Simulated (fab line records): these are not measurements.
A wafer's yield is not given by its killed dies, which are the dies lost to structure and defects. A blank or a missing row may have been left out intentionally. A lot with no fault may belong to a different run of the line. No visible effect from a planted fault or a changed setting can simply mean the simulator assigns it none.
fab line records | flow sky130
[record] lots = 12 | wafers = 35 | lastDay = 50
route steps=708 shown SONOS_ONO@181 RES_PROTECT@215 POLY_GATE@231 LDD_HVN@274 PAD_OPEN@708
lots that met no fault: taken from a fault-free run of the same line
startH: hours from the record's first day to the start of the lot's first wafer shown | waitH: time in hours since the lot's previous step | " the same as in the row above | L1.1+2: one row covering several wafers at once | - no value, or no start given | * or withheld: withheld | < > ~ a bound
route shown NAME@n: NAME is a module with steps in the file, n the number in the route of the first one | usual: mean/standard deviation of fault-free wafers | same: alike in all rows | chamber/n: place in a boat | sites: the reading at each site | _std_site: their standard deviation | _edge_site: the outer-site mean with the inner-site mean subtracted | radiusMm: for every site, how far away it sits from the centre of the wafer | mask NAME#n: copy n | behind: tool/chamber where the wafer was last shaped | hold: reason for holding the lot/hours on hold/outcome of the hold | device: the transistor (n, p or np) that didn't switch | end of line: the same wafers' tests at the end of the route | a step without rows: its recipe alone | killed: the dies lost at the first sort to structure and to defects; this is not the yield of the wafer | map: a wafer's dies, x killed, . not, _ none there
set.NAME: setting as actually run; set.NAME@STEP: the setting as run at that earlier step | model.NAME: the simulator's own value behind a step, which no gauge read
route steps across a sampled set of lots; one table per step, one row per wafer
services: from which hour (startH, from the record's first day; less than 0 if before it) a tool's chamber was out of use, for how many hours, and why
[[steps]]
[step SKY_SONOS_ONO_CD_MEAS_13]
[recipe] targetCdNm = 410
[usual] cdNm = 410.9/2.6
lot.wafer | tool     | chamber | startH | waitH | cdNm
L215.1    | cdSem-02 | -       | 243.21 | 0.1   | 411.0
L215.4    | "        | -       | "      | "     | 412.3
L215.6    | "        | -       | "      | "     | 411.4
L219.2    | cdSem-02 | -       | 318.73 | 0.1   | 411.8
L219.3    | "        | -       | "      | "     | 411.2
L219.6    | "        | -       | "      | "     | 413.0
L220.1    | cdSem-01 | -       | 327.19 | 0.3   | 408.2
L220.5    | "        | -       | "      | "     | 407.0
L220.6    | "        | -       | "      | "     | 407.6
L221.1    | cdSem-02 | -       | 335.91 | 0.1   | 412.4
L221.3    | "        | -       | "      | "     | 411.0
L221.4    | "        | -       | "      | "     | 410.6
L223.2    | cdSem-01 | -       | 355.18 | 0.1   | 413.7
L223.5    | "        | -       | "      | "     | 409.0
L223.6    | "        | -       | "      | "     | 412.3
L226.1    | cdSem-01 | -       | 378.06 | 0.1   | 412.1
L226.4    | "        | -       | "      | "     | 414.9
L226.6    | "        | -       | "      | "     | 417.1
L228.2    | cdSem-02 | -       | 431.73 | 0.1   | 407.4
L228.3    | "        | -       | "      | "     | 406.8
L228.6    | "        | -       | "      | "     | 407.4
L231.1    | cdSem-02 | -       | 432.35 | 0.1   | 408.4
L231.3    | "        | -       | "      | "     | 410.9
L231.6    | "        | -       | "      | "     | 411.3
L230.3    | cdSem-01 | -       | 433.06 | 0.1   | 411.7
L230.4    | "        | -       | "      | "     | 412.3
L230.6    | "        | -       | "      | "     | 409.6
L229.1    | cdSem-02 | -       | 433.21 | 0.1   | 409.7
L229.5    | "        | -       | "      | "     | 408.8
L237.1    | cdSem-01 | -       | 481.52 | 0.1   | 407.9
L237.5    | "        | -       | "      | "     | 410.4
L237.6    | "        | -       | "      | "     | 409.3
L238.1    | cdSem-01 | -       | 493.16 | 0.1   | 410.0
L238.4    | "        | -       | "      | "     | 407.5
L238.6    | "        | -       | "      | "     | 410.4
[step SKY_RES_PROTECT_TW_MEAS_08]
[usual] POLY_GATE_TW = 4059/35
lot.wafer | tool         | chamber | startH | waitH | POLY_GATE_TW
L215.1    | filmMetro-02 | -       | 300.20 | 0.1   | 4114
L215.4    | "            | -       | "      | "     | 4121
L215.6    | "            | -       | "      | "     | 4094
L219.2    | filmMetro-04 | -       | 380.51 | 0.1   | 4047
L219.3    | "            | -       | "      | "     | 4051
L219.6    | "            | -       | "      | "     | 4048
L220.1    | filmMetro-02 | -       | 389.27 | 0.1   | 4112
L220.5    | "            | -       | "      | "     | 4094
L220.6    | "            | -       | "      | "     | 4100
L221.1    | filmMetro-02 | -       | 397.57 | 0.1   | 4097
L221.3    | "            | -       | "      | "     | 4081
L221.4    | "            | -       | "      | "     | 4117
L223.2    | filmMetro-04 | -       | 425.66 | 0.1   | 4035
L223.5    | "            | -       | "      | "     | 4035
L223.6    | "            | -       | "      | "     | 4048
L226.1    | filmMetro-02 | -       | 447.32 | 0.1   | 4099
L226.4    | "            | -       | "      | "     | 4085
L226.6    | "            | -       | "      | "     | 4064
L228.2    | filmMetro-04 | -       | 502.63 | 0.1   | 4046
L228.3    | "            | -       | "      | "     | 4044
L228.6    | "            | -       | "      | "     | 4056
L231.1    | filmMetro-02 | -       | 502.90 | 0.1   | 4065
L231.3    | "            | -       | "      | "     | 4057
L231.6    | "            | -       | "      | "     | 4075
L230.3    | filmMetro-04 | -       | 503.24 | 0.1   | 4012
L230.4    | "            | -       | "      | "     | 4057
L230.6    | "            | -       | "      | "     | 4052
L229.1    | filmMetro-04 | -       | 503.66 | 0.1   | 4038
L229.5    | "            | -       | "      | "     | 4047
L237.1    | filmMetro-02 | -       | 551.41 | 0.1   | 4049
L237.5    | "            | -       | "      | "     | 4056
L237.6    | "            | -       | "      | "     | 4052
L238.1    | filmMetro-02 | -       | 561.10 | 0.1   | 4059
L238.4    | "            | -       | "      | "     | 4075
L238.6    | "            | -       | "      | "     | 4063
[step SKY_POLY_GATE_ETCH_17]
[recipe] targetDepthNm = 180 | stopOn = SiO2 | overEtchFrac = 0.56667 | chemistry = HBr/Cl2 | target = poly-Si | icpW = 400 | biasW = 100 | pressureMtorr = 10 | HBr_flow_sccm = 150 | Cl2_flow_sccm = 50 | timeS = 70.5
[usual] drypumpMotorCurrentA = 5.6/0.47 | mfcCl2Sccm = 50.00/0.17 | oesProductAu = 0.988/0.0071 | throttleValvePct = 33.684/0.0088
lot.wafer | tool     | chamber | startH | waitH | drypumpMotorCurrentA | mfcCl2Sccm | oesProductAu | rfHoursCounterH | throttleValvePct
L215.1    | rieSi-02 | 0       | 333.71 | 0.0   | 5.5                  | 50.21      | 0.995        | 6               | 33.689
L215.4    | "        | 3       | "      | "     | 6.1                  | 50.04      | 0.991        | 2               | 33.689
L215.6    | "        | 2       | "      | "     | 5.1                  | 50.08      | 0.986        | -               | 33.677
L219.2    | rieSi-02 | 1       | 412.01 | 0.0   | 5.9                  | 49.57      | 0.999        | 5               | 33.678
L219.3    | "        | 2       | "      | "     | 5.1                  | 49.83      | 1.003        | 18              | 33.681
L219.6    | "        | 3       | "      | "     | 6.1                  | 50.38      | 0.993        | -               | 33.678
L220.1    | rieSi-02 | 0       | 422.91 | 0.0   | 5.5                  | 49.70      | 0.994        | 7               | 33.712
L220.5    | "        | 0       | "      | "     | 5.5                  | 50.04      | 0.986        | -               | 33.690
L220.6    | "        | 1       | "      | "     | 6.0                  | 50.09      | 0.994        | -               | 33.679
L221.1    | rieSi-01 | 2       | 431.06 | 0.0   | 6.0                  | 49.86      | 0.993        | 5               | 33.674
L221.3    | "        | 1       | "      | "     | 5.7                  | 50.05      | 0.987        | 2               | 33.692
L221.4    | "        | 3       | "      | "     | 4.8                  | 50.04      | 0.979        | 1               | 33.677
L223.2    | rieSi-02 | 1       | 458.71 | 0.0   | 6.0                  | 50.17      | 1.001        | 6               | 33.697
L223.5    | "        | 0       | "      | "     | 5.5                  | 49.80      | 0.988        | -               | 33.672
L223.6    | "        | 3       | "      | "     | 6.1                  | 50.09      | 0.996        | -               | 33.694
L226.1    | rieSi-01 | 0       | 480.01 | 0.0   | 6.0                  | 50.20      | 0.967        | 1               | 33.687
L226.4    | "        | 3       | "      | "     | 4.8                  | 50.09      | 0.969        | 1               | 33.664
L226.6    | "        | 0       | "      | "     | 6.0                  | 50.14      | 0.972        | -               | 33.696
L228.2    | rieSi-02 | 0       | 535.19 | 0.0   | 5.4                  | 49.82      | 0.997        | 7               | 33.678
L228.3    | "        | 3       | "      | "     | 6.2                  | 49.99      | 0.994        | 3               | 33.693
L228.6    | "        | 2       | "      | "     | 5.1                  | 49.94      | 0.985        | -               | 33.687
L231.1    | rieSi-01 | 1       | 537.06 | 0.0   | 5.7                  | 49.92      | 0.995        | 2               | 33.678
L231.3    | "        | 2       | "      | "     | 6.0                  | 50.10      | 0.999        | 5               | 33.677
L231.6    | "        | 3       | "      | "     | 4.8                  | 50.21      | 0.984        | -               | 33.692
L230.3    | rieSi-02 | 3       | 537.34 | 0.0   | 6.1                  | 50.02      | 0.990        | 3               | 33.686
L230.4    | "        | 1       | "      | "     | 6.0                  | 49.92      | 0.986        | 6               | 33.668
L230.6    | "        | 1       | "      | "     | 6.0                  | 49.94      | 0.995        | -               | 33.683
L229.1    | rieSi-02 | 2       | 537.69 | 0.0   | 5.1                  | 49.93      | 0.992        | 19              | 33.679
L229.5    | "        | 1       | "      | "     | 6.0                  | 49.99      | 0.992        | -               | 33.676
L237.1    | rieSi-01 | 1       | 584.79 | 0.0   | 5.7                  | 49.89      | 0.991        | 2               | 33.679
L237.5    | "        | 1       | "      | "     | 5.7                  | 49.81      | 1.001        | -               | 33.689
L237.6    | "        | 0       | "      | "     | 6.0                  | 49.88      | 0.992        | -               | 33.693
L238.1    | rieSi-01 | 2       | 592.84 | 0.0   | 6.0                  | 49.97      | 0.978        | 6               | 33.667
L238.4    | "        | 3       | "      | "     | 4.8                  | 50.17      | 0.985        | 1               | 33.694
L238.6    | "        | 0       | "      | "     | 6.0                  | 50.12      | 0.981        | -               | 33.696
[step SKY_POLY_GATE_STRIP_18]
[recipe] chemistry = O2/N2 | powerW = 1400 | pressureMtorr = 1500 | platenTempC = withheld | o2FlowSccm = 3000 | n2FlowSccm = 300 | overashFraction = 0.5
[usual] drypumpMotorCurrentA = 5.6/0.44 | oesProductAu = 0.361/0.0052 | stripTimeToEndpointS = 3.160/0.027
lot.wafer | tool           | chamber | startH | waitH | drypumpMotorCurrentA | oesProductAu | rfHoursCounterH | stripTimeToEndpointS
L215.1    | plasmaAsher-03 | 1       | 333.76 | 0.0   | 5.3                  | 0.370        | 21              | 3.185
L215.4    | "              | 1       | "      | "     | 5.3                  | 0.369        | -               | 3.145
L215.6    | "              | 1       | "      | "     | 5.3                  | 0.357        | -               | 3.134
L219.2    | plasmaAsher-03 | 0       | 412.06 | 0.0   | 5.7                  | 0.363        | 26              | 3.174
L219.3    | "              | 1       | "      | "     | 5.3                  | 0.363        | -               | 3.191
L219.6    | "              | 0       | "      | "     | 5.8                  | 0.359        | -               | 3.210
L220.1    | plasmaAsher-03 | 1       | 422.96 | 0.0   | 5.3                  | 0.358        | 27              | 3.179
L220.5    | "              | 1       | "      | "     | 5.3                  | 0.365        | -               | 3.161
L220.6    | "              | 0       | "      | "     | 5.8                  | 0.364        | -               | 3.127
L221.1    | plasmaAsher-03 | 0       | 431.11 | 0.0   | 5.7                  | 0.352        | 28              | 3.113
L221.3    | "              | 1       | "      | "     | 5.3                  | 0.365        | -               | 3.147
L221.4    | "              | 0       | "      | "     | 5.7                  | 0.355        | -               | 3.154
L223.2    | plasmaAsher-04 | 0       | 458.76 | 0.0   | 6.3                  | 0.358        | 3               | 3.174
L223.5    | "              | 1       | "      | "     | 5.1                  | 0.364        | -               | 3.172
L223.6    | "              | 0       | "      | "     | 6.3                  | 0.359        | -               | 3.173
L226.1    | plasmaAsher-04 | 1       | 480.06 | 0.0   | 5.1                  | 0.353        | 5               | 3.167
L226.4    | "              | 1       | "      | "     | 5.1                  | 0.359        | -               | 3.164
L226.6    | "              | 1       | "      | "     | 5.1                  | 0.351        | -               | 3.136
L228.2    | plasmaAsher-03 | 1       | 535.25 | 0.0   | 5.3                  | 0.363        | 37              | 3.141
L228.3    | "              | 1       | "      | "     | 5.3                  | 0.356        | -               | 3.126
L228.6    | "              | 0       | "      | "     | 5.8                  | 0.353        | -               | 3.145
L231.1    | plasmaAsher-03 | 0       | 537.11 | 0.0   | 5.8                  | 0.366        | 38              | 3.200
L231.3    | "              | 0       | "      | "     | 5.7                  | 0.363        | -               | 3.193
L231.6    | "              | 0       | "      | "     | 5.7                  | 0.359        | -               | 3.158
L230.3    | plasmaAsher-04 | 1       | 537.43 | 0.1   | 5.1                  | 0.363        | -               | 3.136
L230.4    | "              | 0       | "      | "     | 6.3                  | 0.365        | -               | 3.144
L230.6    | "              | 0       | "      | "     | 6.3                  | 0.344        | -               | 2.739
L229.1    | plasmaAsher-04 | 1       | 537.75 | 0.0   | 5.0                  | 0.329        | 11              | 2.776
L229.5    | "              | 0       | "      | "     | 6.3                  | 0.357        | -               | 3.180
L237.1    | plasmaAsher-03 | 1       | 584.85 | 0.0   | 5.3                  | 0.362        | 43              | 3.142
L237.5    | "              | 1       | "      | "     | 5.3                  | 0.366        | -               | 3.155
L237.6    | "              | 0       | "      | "     | 5.7                  | 0.365        | -               | 3.183
L238.1    | plasmaAsher-01 | 0       | 592.89 | 0.0   | 5.4                  | 0.355        | 88              | 3.123
L238.4    | "              | 0       | "      | "     | 5.4                  | 0.365        | -               | 3.155
L238.6    | "              | 1       | "      | "     | 5.9                  | 0.363        | -               | 3.123
[step SKY_LDD_HVN_OVL_MEAS_07]
[usual] LDD_HVN_OVL = 0.6/1.1
lot.wafer | tool       | chamber | startH | waitH | LDD_HVN_OVL[nm]
L215.1    | overlay-01 | -       | 422.00 | 0.1   | 0.5
L215.4    | "          | -       | "      | "     | 0.0
L215.6    | "          | -       | "      | "     | 1.3
L219.2    | overlay-02 | -       | 509.11 | 0.1   | 1.3
L219.3    | "          | -       | "      | "     | 1.1
L219.6    | "          | -       | "      | "     | 1.5
L220.1    | overlay-02 | -       | 517.95 | 0.1   | 2.4
L220.5    | "          | -       | "      | "     | 0.4
L220.6    | "          | -       | "      | "     | 1.9
L221.1    | overlay-02 | -       | 528.10 | 0.1   | 1.3
L221.3    | "          | -       | "      | "     | 0.5
L221.4    | "          | -       | "      | "     | 0.7
L223.2    | overlay-02 | -       | 556.08 | 0.1   | 0.9
L223.5    | "          | -       | "      | "     | 0.4
L223.6    | "          | -       | "      | "     | 1.0
L226.1    | overlay-02 | -       | 576.50 | 0.1   | 0.2
L226.4    | "          | -       | "      | "     | 0.6
L226.6    | "          | -       | "      | "     | 2.2
L228.2    | overlay-01 | -       | 628.77 | 0.1   | 0.6
L228.3    | "          | -       | "      | "     | 0.9
L228.6    | "          | -       | "      | "     | -1.3
L231.1    | overlay-01 | -       | 629.25 | 0.1   | -1.2
L231.3    | "          | -       | "      | "     | -0.2
L231.6    | "          | -       | "      | "     | -0.6
L230.3    | overlay-01 | -       | 629.56 | 0.1   | 2.5
L230.4    | "          | -       | "      | "     | 1.7
L230.6    | "          | -       | "      | "     | 2.8
L229.1    | overlay-01 | -       | 631.47 | 0.1   | 1.5
L229.5    | "          | -       | "      | "     | -0.1
L237.1    | overlay-01 | -       | 678.00 | 0.1   | 2.2
L237.5    | "          | -       | "      | "     | 0.7
L237.6    | "          | -       | "      | "     | 1.7
L238.1    | overlay-02 | -       | 682.90 | 0.1   | 0.4
L238.4    | "          | -       | "      | "     | -0.4
L238.6    | "          | -       | "      | "     | 0.5
[step SKY_PAD_OPEN_PROBE_99]
[usual] killed_at_M0_to_M3 = 43/6.6 | killed_at_M4_up = 3.2/1.8 | killedAtContacts = 24/5 | killedAtFrontEnd = 15/4.5 | killedAtOther = 0.2/0.46 | killedDies = 86/8.8 | killedOpen = 48/6.6 | killedShort = 38/6.1
[same] grossDies = 492 | killedAtBackSide = 0
lot.wafer | tool      | chamber | startH  | waitH | killed_at_M0_to_M3 | killed_at_M4_up | killedAtContacts | killedAtFrontEnd | killedAtOther | killedDies | killedOpen | killedShort
L229.1    | prober-01 | -       | 1183.26 | 0.1   | 51                 | 1               | 25               | 8                | 0             | 85         | 47         | 38
// killed by level:class
L229.1 CONTACT:geometricParticle:open=10 LI_CONTACT:geometricParticle:open=9 VIA1:geometricParticle:short=8 VIA1:geometricParticle:open=8 VIA2:geometricParticle:open=7 METAL1:geometricParticle:open=5 METAL1:geometricParticle:short=5 METAL2:geometricParticle:short=5
[[services]]
tool           | chamber | startH | hours | kind
plasmaAsher-03 | -       | 340.07 | 28.1  | pm
rieSi-01       | 2       | 346.43 | 8.1   | repair
rieSi-01       | 3       | 354.49 | -     | clean
rieSi-01       | 3       | 354.49 | 19.2  | scheduledDown
rieSi-01       | 3       | 354.49 | 19.2  | ventCycle
rieSi-01       | 0       | 373.73 | -     | clean
rieSi-01       | 0       | 373.73 | 22.8  | scheduledDown
rieSi-01       | 0       | 373.73 | 22.8  | ventCycle
plasmaAsher-03 | -       | 403.30 | 1.7   | repair
rieSi-02       | 3       | 419.65 | 0.9   | repair
plasmaAsher-04 | -       | 421.25 | 9.0   | pm
plasmaAsher-04 | 0       | 421.25 | 9.0   | ventCycle
plasmaAsher-04 | 1       | 421.25 | 9.0   | ventCycle
plasmaAsher-04 | 0       | 430.25 | -     | clean
rieSi-02       | 1       | 443.06 | 3.3   | repair
rieSi-02       | 2       | 450.06 | 1.1   | repair
plasmaAsher-03 | -       | 453.29 | 5.7   | repair
plasmaAsher-04 | -       | 473.47 | 1.1   | repair
rieSi-02       | -       | 480.83 | 1.5   | repair
plasmaAsher-03 | -       | 508.74 | 1.7   | repair
rieSi-01       | 3       | 520.30 | 2.2   | repair
rieSi-01       | 2       | 564.28 | 4.7   | repair
rieSi-02       | 1       | 569.76 | 2.6   | repair
rieSi-01       | -       | 585.38 | 0.6   | repair
[[key]]
[firstSign] step = SKY_POLY_GATE_STRIP_18 | reading = stripTimeToEndpointS | direction = down | sigmas = 15 | usual = * | struck = *
[effect] step = SKY_POLY_GATE_STRIP_18 | reading = oesProductAu | direction = down | sigmas = 4.7 | usual = 0.361 | struck = 0.337
metAt SKY_POLY_GATE_ETCH_17
struckLots L229,L230
struckWafers L229.1,L230.6
testerLeftOut L229,L230
notActingAt SKY_SONOS_ONO_CD_MEAS_13,SKY_RES_PROTECT_TW_MEAS_08,SKY_LDD_HVN_OVL_MEAS_07
onsetBetween 535.19 537.34
[fault] kind = processParameterDrift | tool = rieSi-02 | chamber = - | onsetH = 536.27 | steps = SKY_POLY_GATE_ETCH_17 | channel = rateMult | offset = 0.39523 | shape = step | endH = 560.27 | scope = struckWafersOnly
// testerLeftOut: of these lots the tester's yield and bins aren't shown, on N5 and GAA mostly nor the transistor test; their killed dies are dies lost to structure and defects alone, not to doping, threshold or leakage, so they don't give the yield
